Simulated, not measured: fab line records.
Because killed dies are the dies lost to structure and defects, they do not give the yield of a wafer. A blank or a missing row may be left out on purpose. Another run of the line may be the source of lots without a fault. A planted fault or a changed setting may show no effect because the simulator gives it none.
Which tool is to blame? / flow gf180mcu / 11 lots with 32 wafers sampled at 4 steps, on a route of 602 steps

== WHAT EACH GAUGE READ, for each wafer ==
GF_V2_BOW_MEAS_05.
lot=L237; measured=day 19 21:48; on=filmMetro-02; V2_BOW (um)=95 96 96
lot=L239; measured=day 21 01:14; on=filmMetro-01; V2_BOW (um)=86 89 113
lot=L244; measured=day 22 13:04; on=filmMetro-02; V2_BOW (um)=101 103
lot=L252; measured=day 25 09:01; on=filmMetro-01; V2_BOW (um)=110 104 109
lot=L253; measured=day 25 13:11; on=filmMetro-03; V2_BOW (um)=90 92 99
lot=L254; measured=day 25 19:52; on=filmMetro-01; V2_BOW (um)=104 114 113
lot=L255; measured=day 26 03:07; on=filmMetro-01; V2_BOW (um)=91 89 81
lot=L256; measured=day 26 06:59; on=filmMetro-02; V2_BOW (um)=93 104 93
lot=L258; measured=day 27 03:05; on=filmMetro-03; V2_BOW (um)=103 93 88
lot=L259; measured=day 27 07:15; on=filmMetro-01; V2_BOW (um)=124 108 102
lot=L260; measured=day 27 10:50; on=filmMetro-01; V2_BOW (um)=99 105 110

== WHAT TOOL EACH LOT RAN ON (gives the tool, then ch and the chambers of the sampled wafers, and finally the start) ==
lot=L237; GF_M2_SPUTTER_04=pvdSputter-01, day 18 19:25; GF_M2_METAL_ETCH_16=rieMetal-04 ch 0,1, day 19 20:33; GF_M2_STRIP_17=plasmaAsher-01 ch 0,1, day 19 20:40
lot=L239; GF_M2_SPUTTER_04=pvdSputter-01, day 19 23:11; GF_M2_METAL_ETCH_16=rieMetal-01 ch 0,1, day 20 23:59; GF_M2_STRIP_17=plasmaAsher-04 ch 0,1, day 21 00:07
lot=L244; GF_M2_SPUTTER_04=pvdSputter-02, day 21 11:56; GF_M2_METAL_ETCH_16=rieMetal-01 ch 0,1, day 22 11:50; GF_M2_STRIP_17=plasmaAsher-02 ch 0,1, day 22 11:57
lot=L252; GF_M2_SPUTTER_04=pvdSputter-02, day 24 09:17; GF_M2_METAL_ETCH_16=rieMetal-01 ch 1, day 25 07:37; GF_M2_STRIP_17=plasmaAsher-02 ch 0,1, day 25 07:49
lot=L253; GF_M2_SPUTTER_04=pvdSputter-03, day 24 14:11; GF_M2_METAL_ETCH_16=rieMetal-01 ch 1, day 25 11:50; GF_M2_STRIP_17=plasmaAsher-04 ch 0,1, day 25 12:02
lot=L254; GF_M2_SPUTTER_04=pvdSputter-02, day 24 21:53; GF_M2_METAL_ETCH_16=rieMetal-03 ch 0,1, day 25 18:38; GF_M2_STRIP_17=plasmaAsher-04 ch 0,1, day 25 18:46
lot=L255; GF_M2_SPUTTER_04=pvdSputter-03, day 25 04:03; GF_M2_METAL_ETCH_16=rieMetal-03 ch 0,1, day 26 01:53; GF_M2_STRIP_17=plasmaAsher-04 ch 0,1, day 26 02:01
lot=L256; GF_M2_SPUTTER_04=pvdSputter-03, day 25 08:30; GF_M2_METAL_ETCH_16=rieMetal-01 ch 1, day 26 05:43; GF_M2_STRIP_17=plasmaAsher-02 ch 0,1, day 26 05:50
lot=L258; GF_M2_SPUTTER_04=pvdSputter-01, day 26 04:28; GF_M2_METAL_ETCH_16=rieMetal-01 ch 0,1, day 27 01:50; GF_M2_STRIP_17=plasmaAsher-01 ch 0,1, day 27 01:57
lot=L259; GF_M2_SPUTTER_04=pvdSputter-02, day 26 08:44; GF_M2_METAL_ETCH_16=rieMetal-04 ch 0,1, day 27 05:59; GF_M2_STRIP_17=plasmaAsher-01 ch 0,1, day 27 06:07
lot=L260; GF_M2_SPUTTER_04=pvdSputter-03, day 26 12:35; GF_M2_METAL_ETCH_16=rieMetal-01 ch 0,1, day 27 09:32; GF_M2_STRIP_17=plasmaAsher-01 ch 0,1, day 27 09:40
- GF_M2_SPUTTER_04: material TiN, target thk 50 nm, time 41.7 s.
- GF_M2_METAL_ETCH_16: etches the open film in Cl2/BCl3, stops on SiO2, target depth 750.8 nm, time 125.1 s.
- GF_M2_STRIP_17: strips in O2/N2.

== WHAT THE TOOLS THEMSELVES READ (means of the sampled wafers that have a number; where no wafer has one, the mark that the record gives instead) ==
GF_M2_SPUTTER_04.
lot=L237; tool=pvdSputter-01; throttleValvePct (%)=30.3
lot=L239; tool=pvdSputter-01; throttleValvePct (%)=30.8
lot=L244; tool=pvdSputter-02; throttleValvePct (%)=30.2
lot=L252; tool=pvdSputter-02; throttleValvePct (%)=29.9
lot=L253; tool=pvdSputter-03; throttleValvePct (%)=31.2
lot=L254; tool=pvdSputter-02; throttleValvePct (%)=30.2
lot=L255; tool=pvdSputter-03; throttleValvePct (%)=30.6
lot=L256; tool=pvdSputter-03; throttleValvePct (%)=31.3
lot=L258; tool=pvdSputter-01; throttleValvePct (%)=30.7
lot=L259; tool=pvdSputter-02; throttleValvePct (%)=29.3
lot=L260; tool=pvdSputter-03; throttleValvePct (%)=31.0

GF_M2_METAL_ETCH_16.
lot=L237; tool=rieMetal-04; bcl3FlowSccm (sccm)=39.93; biasW (W)=140.2; drypumpMotorCurrentA (A)=5.6; oesProductAu (a.u.)=0.991; runLengthS (s)=153.0; throttleValvePct (%)=28.239
lot=L239; tool=rieMetal-01; bcl3FlowSccm (sccm)=40.01; biasW (W)=139.9; drypumpMotorCurrentA (A)=5.6; oesProductAu (a.u.)=0.988; runLengthS (s)=153.7; throttleValvePct (%)=28.227
lot=L244; tool=rieMetal-01; bcl3FlowSccm (sccm)=40.00; biasW (W)=139.8; drypumpMotorCurrentA (A)=5.7; oesProductAu (a.u.)=0.944; runLengthS (s)=164.9; throttleValvePct (%)=28.279
lot=L252; tool=rieMetal-01; bcl3FlowSccm (sccm)=39.86; biasW (W)=140.3; drypumpMotorCurrentA (A)=5.2; oesProductAu (a.u.)=0.987; runLengthS (s)=153.9; throttleValvePct (%)=28.226
lot=L253; tool=rieMetal-01; bcl3FlowSccm (sccm)=40.01; biasW (W)=140.3; drypumpMotorCurrentA (A)=5.3; oesProductAu (a.u.)=0.994; runLengthS (s)=153.8; throttleValvePct (%)=28.216
lot=L254; tool=rieMetal-03; bcl3FlowSccm (sccm)=39.99; biasW (W)=140.6; drypumpMotorCurrentA (A)=5.6; oesProductAu (a.u.)=0.991; runLengthS (s)=152.7; throttleValvePct (%)=28.231
lot=L255; tool=rieMetal-03; bcl3FlowSccm (sccm)=39.99; biasW (W)=140.3; drypumpMotorCurrentA (A)=5.6; oesProductAu (a.u.)=0.995; runLengthS (s)=153.1; throttleValvePct (%)=28.219
lot=L256; tool=rieMetal-01; bcl3FlowSccm (sccm)=40.03; biasW (W)=139.7; drypumpMotorCurrentA (A)=5.2; oesProductAu (a.u.)=0.989; runLengthS (s)=154.1; throttleValvePct (%)=28.229
lot=L258; tool=rieMetal-01; bcl3FlowSccm (sccm)=40.02; biasW (W)=140.5; drypumpMotorCurrentA (A)=5.6; oesProductAu (a.u.)=0.982; runLengthS (s)=153.8; throttleValvePct (%)=28.230
lot=L259; tool=rieMetal-04; bcl3FlowSccm (sccm)=40.01; biasW (W)=140.6; drypumpMotorCurrentA (A)=5.6; oesProductAu (a.u.)=0.983; runLengthS (s)=152.8; throttleValvePct (%)=28.239
lot=L260; tool=rieMetal-01; bcl3FlowSccm (sccm)=40.05; biasW (W)=140.5; drypumpMotorCurrentA (A)=5.8; oesProductAu (a.u.)=0.985; runLengthS (s)=153.6; throttleValvePct (%)=28.232

GF_M2_STRIP_17.
lot=L237; tool=plasmaAsher-01; drypumpMotorCurrentA (A)=5.2; heaterPowerW (W)=336; o2FlowSccm (sccm)=2997; oesProductAu (a.u.)=0.540; stripTimeToEndpointS (s)=7.42
lot=L239; tool=plasmaAsher-04; drypumpMotorCurrentA (A)=5.9; heaterPowerW (W)=291; o2FlowSccm (sccm)=3003; oesProductAu (a.u.)=0.535; stripTimeToEndpointS (s)=7.37
lot=L244; tool=plasmaAsher-02; drypumpMotorCurrentA (A)=6.3; heaterPowerW (W)=375; o2FlowSccm (sccm)=2992; oesProductAu (a.u.)=0.528; stripTimeToEndpointS (s)=7.12
lot=L252; tool=plasmaAsher-02; drypumpMotorCurrentA (A)=6.3; heaterPowerW (W)=366; o2FlowSccm (sccm)=2996; oesProductAu (a.u.)=0.536; stripTimeToEndpointS (s)=7.39
lot=L253; tool=plasmaAsher-04; drypumpMotorCurrentA (A)=5.8; heaterPowerW (W)=313; o2FlowSccm (sccm)=3002; oesProductAu (a.u.)=0.532; stripTimeToEndpointS (s)=7.31
lot=L254; tool=plasmaAsher-04; drypumpMotorCurrentA (A)=5.9; heaterPowerW (W)=292; o2FlowSccm (sccm)=3008; oesProductAu (a.u.)=0.539; stripTimeToEndpointS (s)=7.41
lot=L255; tool=plasmaAsher-04; drypumpMotorCurrentA (A)=5.9; heaterPowerW (W)=291; o2FlowSccm (sccm)=3000; oesProductAu (a.u.)=0.534; stripTimeToEndpointS (s)=7.36
lot=L256; tool=plasmaAsher-02; drypumpMotorCurrentA (A)=6.2; heaterPowerW (W)=362; o2FlowSccm (sccm)=3000; oesProductAu (a.u.)=0.538; stripTimeToEndpointS (s)=7.31
lot=L258; tool=plasmaAsher-01; drypumpMotorCurrentA (A)=5.2; heaterPowerW (W)=333; o2FlowSccm (sccm)=3000; oesProductAu (a.u.)=0.537; stripTimeToEndpointS (s)=7.38
lot=L259; tool=plasmaAsher-01; drypumpMotorCurrentA (A)=5.2; heaterPowerW (W)=328; o2FlowSccm (sccm)=3000; oesProductAu (a.u.)=0.536; stripTimeToEndpointS (s)=7.43
lot=L260; tool=plasmaAsher-01; drypumpMotorCurrentA (A)=5.5; heaterPowerW (W)=379; o2FlowSccm (sccm)=3007; oesProductAu (a.u.)=0.545; stripTimeToEndpointS (s)=7.41

== THE ANSWER, worked out from the rows above alone ==
Rule: what is usual is taken from the lots themselves. The widest of any qualifying gaps counts: lots, ordered by their means at a reading, are off when they make up no more than a third of the lots, leave a main group of 4 or more, and stand apart from it by 3 or more times the standard deviation of that group's means. A main group is skipped when, at the precision printed for the reading in the tables above, its means are all equal. A lot without any number at a reading at which 4 lots or more have one is off too. Where the step has rows for the other lots, those lots are counted as sound. First the gauges in route order, then the tools' own readings, where a lot's mean is used as printed above. At the first step where some lot is off, the reading lying furthest off is the one used; lots without a number count as furthest.
Off: L244 (GF_M2_METAL_ETCH_16, runLengthS). The main group: mean 153.4 s, standard deviation 0.48.
If a tool, at that step or one of the process steps before it, ran each lot that is off and ran no sound lot following the first of them, it fits. Not one of the candidates tried fits.

== WHAT HAD BEEN PUT IN BY THE SIMULATOR ==
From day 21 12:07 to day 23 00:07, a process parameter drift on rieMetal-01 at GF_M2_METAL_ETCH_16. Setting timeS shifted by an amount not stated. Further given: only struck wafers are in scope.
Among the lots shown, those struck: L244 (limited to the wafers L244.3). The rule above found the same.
